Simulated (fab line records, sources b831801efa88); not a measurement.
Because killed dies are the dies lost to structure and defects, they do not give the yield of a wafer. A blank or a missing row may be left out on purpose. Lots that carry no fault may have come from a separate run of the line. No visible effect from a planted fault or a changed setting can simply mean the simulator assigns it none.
Tool commonality check / flow gf180mcu / 13 lots and 39 wafers in the sample

## WHY THIS WAS OPENED
At GF_MIM_THK_MEAS_06 the reading MIM_CVD_05_THK is flagged on 2 of 13 lots. Fault-free wafers read 42.1 nm, with a standard deviation of 0.52.
Rule: a lot is flagged in two cases, either no wafer of it has a number, or all its wafers with numbers fall more than 4 standard deviations from that mean. The rest of the lots are taken to be sound.

lot=L577; measured=day 24 16:05; on=film_metro-04; MIM_CVD_05_THK (nm), wafer by wafer=42.0 41.9 42.6; flag=
lot=L579; measured=day 25 11:04; on=film_metro-01; MIM_CVD_05_THK (nm), wafer by wafer=41.5 42.1 42.3; flag=
lot=L580; measured=day 25 17:16; on=film_metro-02; MIM_CVD_05_THK (nm), wafer by wafer=41.5 41.4 42.8; flag=
lot=L581; measured=day 26 03:39; on=film_metro-02; MIM_CVD_05_THK (nm), wafer by wafer=42.2 42.6 42.3; flag=
lot=L582; measured=day 26 11:01; on=film_metro-02; MIM_CVD_05_THK (nm), wafer by wafer=42.0 40.9 42.0; flag=
lot=L583; measured=day 26 17:16; on=film_metro-02; MIM_CVD_05_THK (nm), wafer by wafer=42.2 42.1 42.7; flag=
lot=L584; measured=day 27 06:59; on=film_metro-01; MIM_CVD_05_THK (nm), wafer by wafer=41.6 41.4 42.0; flag=
lot=L585; measured=day 27 14:52; on=film_metro-01; MIM_CVD_05_THK (nm), wafer by wafer=41.8 40.9 41.8; flag=
lot=L586; measured=day 27 22:55; on=film_metro-04; MIM_CVD_05_THK (nm), wafer by wafer=41.7 42.6 42.4; flag=
lot=L593; measured=day 29 22:13; on=film_metro-01; MIM_CVD_05_THK (nm), wafer by wafer=13.6 13.3 13.3; flag=FLAGGED
lot=L595; measured=day 30 07:18; on=film_metro-01; MIM_CVD_05_THK (nm), wafer by wafer=13.1 13.2 13.5; flag=FLAGGED
lot=L599; measured=day 31 11:28; on=film_metro-01; MIM_CVD_05_THK (nm), wafer by wafer=41.4 41.8 42.0; flag=
lot=L600; measured=day 31 17:14; on=film_metro-04; MIM_CVD_05_THK (nm), wafer by wafer=40.7 41.4 42.1; flag=
The mean of the flagged lots' numbers is 13.3 nm, -28.8 nm from the usual (-55 standard deviations).

## WHICH TOOL EACH LOT WENT THROUGH
3 process steps preceding the reading are held in the record, out of 602 steps in the route. Every cell lists first the tool, next ch and the chambers used by the sampled wafers, and last the start.
lot=L577; flag=; GF_MIM_SPUTTER_01=pvd_sputter-03, day 24 15:55; GF_MIM_SPUTTER_03=pvd_sputter-03, day 24 15:58; GF_MIM_CVD_05=pecvd-03 ch 0,1,2, day 24 16:03
lot=L579; flag=; GF_MIM_SPUTTER_01=pvd_sputter-02, day 25 10:55; GF_MIM_SPUTTER_03=pvd_sputter-02, day 25 10:58; GF_MIM_CVD_05=pecvd-02 ch 0,1,2, day 25 11:02
lot=L580; flag=; GF_MIM_SPUTTER_01=pvd_sputter-02, day 25 17:07; GF_MIM_SPUTTER_03=pvd_sputter-02, day 25 17:10; GF_MIM_CVD_05=pecvd-04 ch 0,1, day 25 17:14
lot=L581; flag=; GF_MIM_SPUTTER_01=pvd_sputter-01, day 26 03:30; GF_MIM_SPUTTER_03=pvd_sputter-01, day 26 03:34; GF_MIM_CVD_05=pecvd-03 ch 0,1,2, day 26 03:37
lot=L582; flag=; GF_MIM_SPUTTER_01=pvd_sputter-02, day 26 10:51; GF_MIM_SPUTTER_03=pvd_sputter-02, day 26 10:55; GF_MIM_CVD_05=pecvd-04 ch 0,1,2, day 26 10:58
lot=L583; flag=; GF_MIM_SPUTTER_01=pvd_sputter-01, day 26 17:07; GF_MIM_SPUTTER_03=pvd_sputter-01, day 26 17:10; GF_MIM_CVD_05=pecvd-03 ch 0,2, day 26 17:14
lot=L584; flag=; GF_MIM_SPUTTER_01=pvd_sputter-03, day 27 06:50; GF_MIM_SPUTTER_03=pvd_sputter-03, day 27 06:53; GF_MIM_CVD_05=pecvd-03 ch 0,2, day 27 06:57
lot=L585; flag=; GF_MIM_SPUTTER_01=pvd_sputter-02, day 27 14:42; GF_MIM_SPUTTER_03=pvd_sputter-02, day 27 14:46; GF_MIM_CVD_05=pecvd-02 ch 0,2, day 27 14:49
lot=L586; flag=; GF_MIM_SPUTTER_01=pvd_sputter-01, day 27 22:46; GF_MIM_SPUTTER_03=pvd_sputter-01, day 27 22:49; GF_MIM_CVD_05=pecvd-03 ch 0,1, day 27 22:53
lot=L593; flag=FLAGGED; GF_MIM_SPUTTER_01=pvd_sputter-03, day 29 22:03; GF_MIM_SPUTTER_03=pvd_sputter-03, day 29 22:07; GF_MIM_CVD_05=pecvd-03 ch 0,1,2, day 29 22:10
lot=L595; flag=FLAGGED; GF_MIM_SPUTTER_01=pvd_sputter-02, day 30 07:08; GF_MIM_SPUTTER_03=pvd_sputter-02, day 30 07:12; GF_MIM_CVD_05=pecvd-03 ch 0,1, day 30 07:16
lot=L599; flag=; GF_MIM_SPUTTER_01=pvd_sputter-03, day 31 11:18; GF_MIM_SPUTTER_03=pvd_sputter-03, day 31 11:22; GF_MIM_CVD_05=pecvd-04 ch 0,2, day 31 11:25
lot=L600; flag=; GF_MIM_SPUTTER_01=pvd_sputter-03, day 31 17:04; GF_MIM_SPUTTER_03=pvd_sputter-03, day 31 17:08; GF_MIM_CVD_05=pecvd-02 ch 0,1, day 31 17:11
What these steps do:
- GF_MIM_SPUTTER_01: material TiN, target thk 30 nm, time 25 s.
- GF_MIM_SPUTTER_03: material Ti, target thk 10 nm, time 6.7 s.
- GF_MIM_CVD_05: deposits Si3N4, target thk 42 nm, time 29.086 s.
- GF_MIM_THK_MEAS_06

## FLAGGED OVER TOTAL, TOOL BY TOOL (the gauges that took the reading come last)
step=GF_MIM_SPUTTER_01; tool=pvd_sputter-01; lots run=3; flagged=0; share of the flagged lots=none; sound lots run after its first flagged lot=-
step=GF_MIM_SPUTTER_01; tool=pvd_sputter-02; lots run=5; flagged=1; share of the flagged lots=some; sound lots run after its first flagged lot=0
step=GF_MIM_SPUTTER_01; tool=pvd_sputter-03; lots run=5; flagged=1; share of the flagged lots=some; sound lots run after its first flagged lot=2 (L599,L600)
step=GF_MIM_SPUTTER_03; tool=pvd_sputter-01; lots run=3; flagged=0; share of the flagged lots=none; sound lots run after its first flagged lot=-
step=GF_MIM_SPUTTER_03; tool=pvd_sputter-02; lots run=5; flagged=1; share of the flagged lots=some; sound lots run after its first flagged lot=0
step=GF_MIM_SPUTTER_03; tool=pvd_sputter-03; lots run=5; flagged=1; share of the flagged lots=some; sound lots run after its first flagged lot=2 (L599,L600)
step=GF_MIM_CVD_05; tool=pecvd-02; lots run=3; flagged=0; share of the flagged lots=none; sound lots run after its first flagged lot=-
step=GF_MIM_CVD_05; tool=pecvd-03; lots run=7; flagged=2; share of the flagged lots=all; sound lots run after its first flagged lot=0
step=GF_MIM_CVD_05; tool=pecvd-04; lots run=3; flagged=0; share of the flagged lots=none; sound lots run after its first flagged lot=-
step=GF_MIM_THK_MEAS_06; tool=film_metro-01; lots run=6; flagged=2; share of the flagged lots=all; sound lots run after its first flagged lot=1 (L599)
step=GF_MIM_THK_MEAS_06; tool=film_metro-02; lots run=4; flagged=0; share of the flagged lots=none; sound lots run after its first flagged lot=-
step=GF_MIM_THK_MEAS_06; tool=film_metro-04; lots run=3; flagged=0; share of the flagged lots=none; sound lots run after its first flagged lot=-

## WHAT IS ALLOWED BY THE TABLE
Every flagged lot went through 2 rows of the table: pecvd-03 at GF_MIM_CVD_05 and film_metro-01 at GF_MIM_THK_MEAS_06.
- pecvd-03 at GF_MIM_CVD_05: 2 of its 7 lots flagged. Its last sound lot is L586 (day 27 22:53), its first flagged lot L593 (day 29 22:10): a fault that began between those two fits.
- film_metro-01 at GF_MIM_THK_MEAS_06: 2 of its 6 lots flagged. After the first flagged lot (L599), sound lots still ran on it; a lasting fault on the whole tool would not permit that.
Just one tool remains: pecvd-03 at GF_MIM_CVD_05.

## WHAT THE SIMULATOR HAD PUT IN
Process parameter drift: pecvd-03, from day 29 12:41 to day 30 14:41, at GF_MIM_CVD_05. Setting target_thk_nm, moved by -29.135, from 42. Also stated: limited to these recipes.
Shown lots that were struck: L593, L595. Same finding as the rule above.
